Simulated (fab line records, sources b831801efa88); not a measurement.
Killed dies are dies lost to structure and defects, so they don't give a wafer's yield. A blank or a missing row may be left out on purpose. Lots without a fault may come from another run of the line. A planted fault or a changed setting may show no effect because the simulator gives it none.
One fault seen from 2 desks | flow gf180mcu | each desk has only its own numbers; what lay behind them comes last

THE METROLOGY DESK
What the gauges read, lot by lot, whatever tool the lot ran on: means of the sampled wafers that have a number. A lot is out of limits, marked OUT, if its mean lies more than 4 standard deviations from the usual mean; the brackets give that distance.
Columns: A = MIM_ALCU_RS at GF_MIM_RS_MEAS_10, usual 0.1608 ohm/sq
lot  | first seen here | A
L249 | day 24 11:36    | 0.1624
L250 | day 24 20:51    | 0.1599
L254 | day 26 07:23    | 0.1604
L255 | day 26 20:05    | 0.1585
L256 | day 27 16:16    | 0.1596
L264 | day 29 12:51    | 0.1603
L265 | day 30 00:06    | 0.1586
L268 | day 30 13:57    | 0.1595
L269 | day 30 18:52    | 0.1612
L270 | day 31 01:30    | 0.1605
L271 | day 31 10:26    | 0.1629
L272 | day 31 11:48    | 0.1605
This desk's finding: nothing out of limits on any of the 12 lots.

THE TOOL OWNER'S DESK: rie_si-02
The tool's own readings at GF_STI_ETCH_14 (etches Si in HBr/Cl2/O2, target depth 360 nm, time 102.9 s): means of the sampled wafers that have a number, for each lot that ran on this tool. A lot is out of limits, marked OUT, if its mean lies more than 4 standard deviations from the usual mean; the brackets give that distance.
Columns: A = drypump_motor_current_A at GF_STI_ETCH_14, usual 5.8 A; B = oes_product_au at GF_STI_ETCH_14, usual 0.994 a.u.; C = rf_fwd_power_W at GF_STI_ETCH_14, usual 597.3 W; D = run_length_s at GF_STI_ETCH_14, usual 131.3 s; E = throttle_valve_pct at GF_STI_ETCH_14, usual 25.660 %
lot  | first seen here | A   | B     | C     | D                | E
L254 | day 3 03:48     | 6.0 | 1.001 | 594.0 | 124.6 (-13) OUT  | 25.652
L255 | day 3 08:51     | 5.4 | 0.980 | 598.2 | 125.0 (-12) OUT  | 25.663
L256 | day 3 15:43     | 5.4 | 0.990 | 596.2 | 126.8 (-8.7) OUT | 25.660
L268 | day 6 05:50     | 5.4 | 0.993 | 597.6 | 131.2            | 25.666
L269 | day 6 09:59     | 5.8 | 1.008 | 598.1 | 131.4            | 25.656
L270 | day 6 14:08     | 5.9 | 0.985 | 596.5 | 130.9            | 25.666
L271 | day 6 18:47     | 5.4 | 0.988 | 599.0 | 131.3            | 25.668
This desk's finding: out of limits on L254, L255, L256; first on L254, day 3 03:48 (run_length_s at GF_STI_ETCH_14). In limits: L268, L269, L270, L271.

PUT TOGETHER
The tool owner's desk could have raised an alarm at day 3 03:48, on L254, L255, L256.
The metrology desk saw nothing out of limits.
The metrology desk has L254, L255, L256 on record, within its limits.
Of the lots named, all ran GF_STI_ETCH_14 on rie_si-02.

WHAT THE SIMULATOR HAD PUT IN
Process parameter drift: rie_si-02, from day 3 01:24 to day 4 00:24, at GF_STI_ETCH_14. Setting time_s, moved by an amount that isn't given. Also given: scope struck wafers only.
Lots struck among those shown: L254, L255, L256.
Hours from the fault's start to each desk's first reading out of limits: the tool owner's desk, 2.
